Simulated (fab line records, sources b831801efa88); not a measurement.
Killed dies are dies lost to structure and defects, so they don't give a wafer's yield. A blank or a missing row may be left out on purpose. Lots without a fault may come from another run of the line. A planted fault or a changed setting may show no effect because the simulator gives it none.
Which tool did it? | flow sky130 | 11 lots, 33 wafers sampled, at 4 steps of a route of 708

WHAT THE GAUGES READ, wafer by wafer
SKY_PASSIVATION_THK_MEAS_01. Usual: PASSIVATION_CVD_00_THK 90.0 nm, standard deviation 1.1.
lot  | measured     | on            | PASSIVATION_CVD_00_THK (nm) | flag
L458 | day 43 15:17 | film_metro-02 | 88.7 89.1 89.0              |
L459 | day 43 23:41 | film_metro-01 | 90.1 89.6 91.2              |
L460 | day 44 03:41 | film_metro-01 | 90.4 91.4 91.8              |
L464 | day 46 05:22 | film_metro-04 | 89.8 89.9 91.4              |
L466 | day 46 09:57 | film_metro-02 | 88.9 89.6 91.4              |
L467 | day 46 11:54 | film_metro-01 | 88.8 90.8 90.6              |
L465 | day 46 12:32 | film_metro-04 | 89.1 89.5 90.2              |
L468 | day 46 13:18 | film_metro-04 | 88.6 88.6 90.0              |
L469 | day 46 18:29 | film_metro-04 | 90.3 89.9 89.6              |
L476 | day 48 20:44 | film_metro-02 | 89.7 89.2 90.1              |
L478 | day 48 23:56 | film_metro-01 | 91.1 92.2 90.8              |

WHICH TOOL RAN EACH LOT (tool, then ch and the chambers of the sampled wafers, then the start)
lot  | SKY_VIA1_ETCH_14                   | SKY_METAL5_SPUTTER_02        | SKY_METAL5_DESCUM_14
L458 | rie_diel-03 ch 0,2,3, day 33 21:13 | pvd_sputter-01, day 42 15:57 | rie_metal-04 ch 0,1, day 43 14:23
L459 | rie_diel-03 ch 0,1,3, day 34 06:28 | pvd_sputter-04, day 43 01:20 | rie_metal-04 ch 0,1, day 43 22:47
L460 | rie_diel-04 ch 0,1,3, day 34 11:29 | pvd_sputter-02, day 43 04:57 | rie_metal-01 ch 0,1, day 44 02:47
L464 | rie_diel-02 ch 0,1,3, day 36 12:20 | pvd_sputter-01, day 45 07:35 | rie_metal-03 ch 0,1, day 46 04:26
L466 | rie_diel-02 ch 1,2, day 37 02:13   | pvd_sputter-02, day 45 12:21 | rie_metal-01 ch 1, day 46 08:32
L467 | rie_diel-02 ch 0,2,3, day 37 05:16 | pvd_sputter-02, day 45 14:17 | rie_metal-03 ch 0,1, day 46 10:59
L465 | rie_diel-04 ch 2,3, day 37 08:39   | pvd_sputter-04, day 45 15:39 | rie_metal-04 ch 0,1, day 46 11:38
L468 | rie_diel-02 ch 0,1,3, day 37 09:18 | pvd_sputter-02, day 45 16:03 | rie_metal-03 ch 0,1, day 46 12:23
L469 | rie_diel-04 ch 0,2,3, day 37 16:51 | pvd_sputter-01, day 45 21:37 | rie_metal-03 ch 0,1, day 46 17:35
L476 | rie_diel-04 ch 0,2,3, day 39 20:09 | pvd_sputter-04, day 48 01:55 | rie_metal-01 ch 0,1, day 48 19:50
L478 | rie_diel-04 ch 1,2,3, day 40 03:08 | pvd_sputter-01, day 48 05:04 | rie_metal-03 ch 0,1, day 48 22:59
- SKY_VIA1_ETCH_14: etches BARC in N2/H2, stops on SiO2, time 45.9 s, target depth 60 nm.
- SKY_METAL5_SPUTTER_02: material AlCu, target thk 1150 nm, time 61.2 s.
- SKY_METAL5_DESCUM_14: chemistry O2, time 11 s.

WHAT THE TOOLS THEMSELVES READ (means of the sampled wafers that have a number; where no wafer has one, the mark that the record gives instead)
SKY_VIA1_ETCH_14. Usual: drypump_motor_current_A 5.7 A, standard deviation 0.49; n2_flow_sccm 100.0 sccm, standard deviation 0.33; oes_product_au 0.855 a.u., standard deviation 0.0043; throttle_valve_pct 13.226 %, standard deviation 0.0096.
lot  | tool        | drypump_motor_current_A (A) | n2_flow_sccm (sccm) | oes_product_au (a.u.) | throttle_valve_pct (%) | flag
L458 | rie_diel-03 | 5.9                         | 100.1               | 0.853                 | 13.233                 |
L459 | rie_diel-03 | 6.1                         | 100.1               | 0.855                 | 13.226                 |
L460 | rie_diel-04 | 5.2                         | 100.2               | 0.854                 | 13.228                 |
L464 | rie_diel-02 | 5.9                         | 100.0               | 0.854                 | 13.217                 |
L466 | rie_diel-02 | 5.8                         | 100.2               | 0.854                 | 13.231                 |
L467 | rie_diel-02 | 6.0                         | 100.2               | 0.854                 | 13.234                 |
L465 | rie_diel-04 | 5.8                         | 100.3               | 0.850                 | 13.229                 |
L468 | rie_diel-02 | 5.9                         | 100.2               | 0.854                 | 13.226                 |
L469 | rie_diel-04 | 5.4                         | 100.2               | 0.854                 | 13.224                 |
L476 | rie_diel-04 | 5.4                         | 100.1               | 0.860                 | 13.230                 |
L478 | rie_diel-04 | 5.6                         | 100.1               | 0.857                 | 13.216                 |

SKY_METAL5_SPUTTER_02. Usual: throttle_valve_pct 30.3 %, standard deviation 0.78.
lot  | tool           | throttle_valve_pct (%) | flag
L458 | pvd_sputter-01 | 30.3                   |
L459 | pvd_sputter-04 | 30.1                   |
L460 | pvd_sputter-02 | 29.7                   |
L464 | pvd_sputter-01 | 30.8                   |
L466 | pvd_sputter-02 | 29.7                   |
L467 | pvd_sputter-02 | 30.1                   |
L465 | pvd_sputter-04 | 30.3                   |
L468 | pvd_sputter-02 | 29.6                   |
L469 | pvd_sputter-01 | 30.3                   |
L476 | pvd_sputter-04 | 30.2                   |
L478 | pvd_sputter-01 | 30.4                   |

SKY_METAL5_DESCUM_14. Usual: drypump_motor_current_A 5.6 A, standard deviation 0.47; oes_product_au 0.998 a.u., standard deviation 0.0071; temp_c 39.98 C, standard deviation 0.11.
lot  | tool         | drypump_motor_current_A (A) | oes_product_au (a.u.) | temp_c (C) | flag
L458 | rie_metal-04 | 6.0                         | 1.007                 | 40.04      |
L459 | rie_metal-04 | 6.0                         | 1.002                 | 40.02      |
L460 | rie_metal-01 | 5.6                         | 1.004                 | 39.89      |
L464 | rie_metal-03 | 5.6                         | 1.003                 | 39.96      |
L466 | rie_metal-01 | 5.1                         | 1.000                 | 40.25      |
L467 | rie_metal-03 | 5.5                         | 1.000                 | 40.02      |
L465 | rie_metal-04 | 6.2                         | 0.998                 | 39.92      |
L468 | rie_metal-03 | 5.3                         | 1.002                 | 40.00      |
L469 | rie_metal-03 | 5.3                         | 0.999                 | 39.94      |
L476 | rie_metal-01 | 5.6                         | 0.991                 | 40.02      |
L478 | rie_metal-03 | 5.6                         | 0.998                 | 39.90      |

THE ANSWER, worked out from the rows above alone
Rule: a lot is off if the mean of its wafers that have a number lies more than 3 standard deviations from the usual mean. A lot without any number at a reading at which 4 lots or more have one is off too. The other lots that the step has rows for count as sound. The gauges are gone through in route order, then the tools' own readings, and for those a lot's mean is taken as printed above. The first step at which some lot is off is used, and at that step the reading that is off furthest; a lot without a number counts as furthest.
No lot is off at any reading shown: from this, nothing can be told.

WHAT THE SIMULATOR HAD PUT IN
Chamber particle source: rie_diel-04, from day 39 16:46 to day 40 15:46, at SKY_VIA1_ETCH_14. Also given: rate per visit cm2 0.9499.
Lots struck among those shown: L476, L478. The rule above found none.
